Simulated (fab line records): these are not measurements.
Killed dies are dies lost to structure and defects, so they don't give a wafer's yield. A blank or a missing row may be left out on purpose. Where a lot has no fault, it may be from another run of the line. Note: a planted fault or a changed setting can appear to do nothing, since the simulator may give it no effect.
A lot that was struck, set against a sound lot || flow sfqLine || 37 steps out of a route of 325
Sound: these wafers, L590.4, L590.5, L590.6. The struck wafers were L593.1, L593.5, L593.6. The cause is given at the end.
Per side, at each step with rows, come the tool, then ch with its chambers, and then its first start. Under that, the readings that differ: sound wafers || struck wafers || difference of the means || sigmas: that difference in standard deviations of wafers without a fault.
alike: same words and numbers on both sides, and readings whose means sit less than 2 such deviations apart. not compared: any withheld reading, any reading some wafer has no value for, any bound like >300 that may hide the same value, and any number with overlapping values for which the record gives no deviation.
A row with sigmas, a row that says differs or no value, or rows on one side alone: a step with any of these is where the two part. Numbers that have no deviation but don't overlap get no sigmas and don't part them. Lack of a reading on every wafer of one side parts them only where that side has two or more wafers.

SFQ_R5_THK_MEAS_934: measures by xrf.
  sound on filmMetro-02 at day 70 07:01; struck on filmMetro-01 at day 70 12:58
  alike: R5_MONX_THK
then, 6 steps without rows for these wafers: SFQ_TRILAYER_R5_LITHO_COAT_141 (resist thk 62 nm); SFQ_TRILAYER_R5_LITHO_COAT_136 (resist thk 600 nm); SFQ_TRILAYER_R5_LITHO_SOFTBAKE_140; SFQ_TRILAYER_R5_LITHO_EXPOSE_137 (exposes mask R5, target cd 500 nm); SFQ_TRILAYER_R5_LITHO_PEB_139 (peb time 60 s); SFQ_TRILAYER_R5_LITHO_DEVELOP_138 (time 60 s).
-- the record jumps here: 4 days lie between the struck wafers' starts before and after --
SFQ_R5_OVL_MEAS_935:
  sound on overlay-01 at day 74 10:58; struck on overlay-01 at day 74 18:09
  alike: R5_OVL
SFQ_TRILAYER_R5_BARC_OPEN_METAL_ETCH_177: etches BARC in O2, target depth 125 nm, time 41.7 s.
  sound on rieMetal-01 ch 1, day 74 11:02; struck on rieMetal-01 ch 0,1, day 74 18:11
  alike: drypumpMotorCurrentA, oesProductAu
  not compared: rfHoursCounterH
SFQ_TRILAYER_R5_ETCH_METAL_ETCH_139: etches the open film in Cl2, stops on SiO2, target depth 60 nm, time 40 s.
  sound on rieMetal-01 ch 1, day 74 11:10; struck on rieMetal-01 ch 0,1, day 74 18:14
  alike: drypumpMotorCurrentA, oesProductAu
  not compared: rfHoursCounterH
then, 2 steps without rows for these wafers: SFQ_TRILAYER_R5_STRIP_STRIP_140 (strips in O2); SFQ_TRILAYER_R5_STRIP_SOLV_CLEAN_141 (cleans in NMP, time 600 s).
SFQ_TRILAYER_A5C_DEP_PECVD_142: deposits SiO2 from SiH4/N2O, time 15.556 s, target thk 70 nm.
  sound on pecvd-04 ch 0,1,2, day 74 12:37; struck on pecvd-04 ch 0,1, day 74 19:16
  alike: heaterPowerW, throttleValvePct
  not compared: sinceWetCleanH
then, 6 steps without rows for these wafers: SFQ_TRILAYER_I5_LITHO_COAT_149 (resist thk 62 nm); SFQ_TRILAYER_I5_LITHO_COAT_144 (resist thk 650 nm); SFQ_TRILAYER_I5_LITHO_SOFTBAKE_148; SFQ_TRILAYER_I5_LITHO_EXPOSE_145 (exposes mask I5, target cd 700 nm); SFQ_TRILAYER_I5_LITHO_PEB_147 (peb time 60 s); SFQ_TRILAYER_I5_LITHO_DEVELOP_146 (time 60 s).
SFQ_I5_OVL_MEAS_936:
  sound on overlay-02 at day 74 15:52; struck on overlay-02 at day 74 21:58
  alike: I5_OVL
SFQ_TRILAYER_I5_BARC_OPEN_VIA_ETCH_200: etches BARC in O2, target depth 125 nm, time 41.7 s.
  sound on rieDiel-02 ch 0,1,2, day 74 15:53; struck on rieDiel-01 ch 0,1,2, day 74 22:01
  alike: drypumpMotorCurrentA, oesProductAu
  not compared: rfHoursCounterH
then, 1 step without rows for these wafers: SFQ_TRILAYER_I5_ETCH_VIA_ETCH_147 (etches the open film in CHF3, stops on Nb, target depth 360 nm).
SFQ_TRILAYER_I5_STRIP_STRIP_148: strips in O2.
  sound on rieMetal-04 ch 0,1, day 74 16:16; struck on rieMetal-02 ch 0,1, day 74 22:12
{"reading": "oesProductAu (a.u.)", "sound": "0.996 0.994 0.996", "struck": "1.013 1.003 1.007", "difference": "+0.012", "sigmas": "+2"}
  alike: drypumpMotorCurrentA
  not compared: rfHoursCounterH
then, 7 steps without rows for these wafers: SFQ_TRILAYER_I5_STRIP_SOLV_CLEAN_149 (cleans in NMP, time 600 s); SFQ_TRILAYER_C5_LITHO_COAT_156 (resist thk 62 nm); SFQ_TRILAYER_C5_LITHO_COAT_151 (resist thk 650 nm); SFQ_TRILAYER_C5_LITHO_SOFTBAKE_155; SFQ_TRILAYER_C5_LITHO_EXPOSE_152 (exposes mask C5, target cd 500 nm); SFQ_TRILAYER_C5_LITHO_PEB_154 (peb time 60 s); SFQ_TRILAYER_C5_LITHO_DEVELOP_153 (time 60 s).
SFQ_C5_OVL_MEAS_937:
  sound on overlay-02 at day 74 19:40; struck on overlay-02 at day 75 03:31
  alike: C5_OVL
then, 1 step without rows for these wafers: SFQ_TRILAYER_C5_BARC_OPEN_VIA_ETCH_210 (etches BARC in O2, target depth 125 nm, time 41.7 s).
SFQ_TRILAYER_C5_ETCH_VIA_ETCH_154: etches SiO2 in CHF3, stops on Nb, target depth 84 nm.
  sound on rieDiel-04 ch 0,1,3, day 74 19:45; struck on rieDiel-01 ch 0,3, day 75 03:36
{"reading": "oesProductAu (a.u.)", "sound": "0.908 0.902 0.898", "struck": "1.005 1.002 0.996", "difference": "+0.098", "sigmas": "+12"}
{"reading": "model.etch.depthNm (nm)", "sound": "71.9 70.92 70.94", "struck": "84.33 83.48 82.96", "difference": "+12.34", "sigmas": ""}
{"reading": "model.C5.featureDepthNm (nm)", "sound": "71.9 70.92 70.94", "struck": "84.33 83.48 82.96", "difference": "+12.34", "sigmas": ""}
  alike: drypumpMotorCurrentA
SFQ_TRILAYER_C5_STRIP_STRIP_155: strips in O2.
  sound on rieMetal-02 ch 0,1, day 74 19:58; struck on rieMetal-02 ch 0,1, day 75 03:38
  alike: drypumpMotorCurrentA, oesProductAu
  not compared: rfHoursCounterH
then, 1 step without rows for these wafers: SFQ_TRILAYER_C5_STRIP_SOLV_CLEAN_156 (cleans in NMP, time 600 s).
SFQ_TRILAYER_M6_DEP_PRE_CLEAN_158: time 22.5 s.
  sound on pvdSputter-03 at day 74 20:34; struck on pvdSputter-03 at day 75 04:26
{"reading": "model.SiO2_of_TRILAYER_A5C_DEP_PECVD_142.thkNm (nm)", "sound": "64.4 63.42 63.44", "struck": "129.7 132.6 132.1", "difference": "+67.7", "sigmas": ""}
then, 1 step without rows for these wafers: SFQ_TRILAYER_M6_DEP_SPUTTER_157 (material Nb, target thk 200 nm, time 133.3 s).

## WHERE THEY PART
Last at SFQ_TRILAYER_C5_ETCH_VIA_ETCH_154 as far as this record goes, first at SFQ_TRILAYER_I5_STRIP_STRIP_148. Later steps at which nothing parts them and some readings are alike: SFQ_TRILAYER_C5_STRIP_STRIP_155.

WHY: the cause the simulator had injected
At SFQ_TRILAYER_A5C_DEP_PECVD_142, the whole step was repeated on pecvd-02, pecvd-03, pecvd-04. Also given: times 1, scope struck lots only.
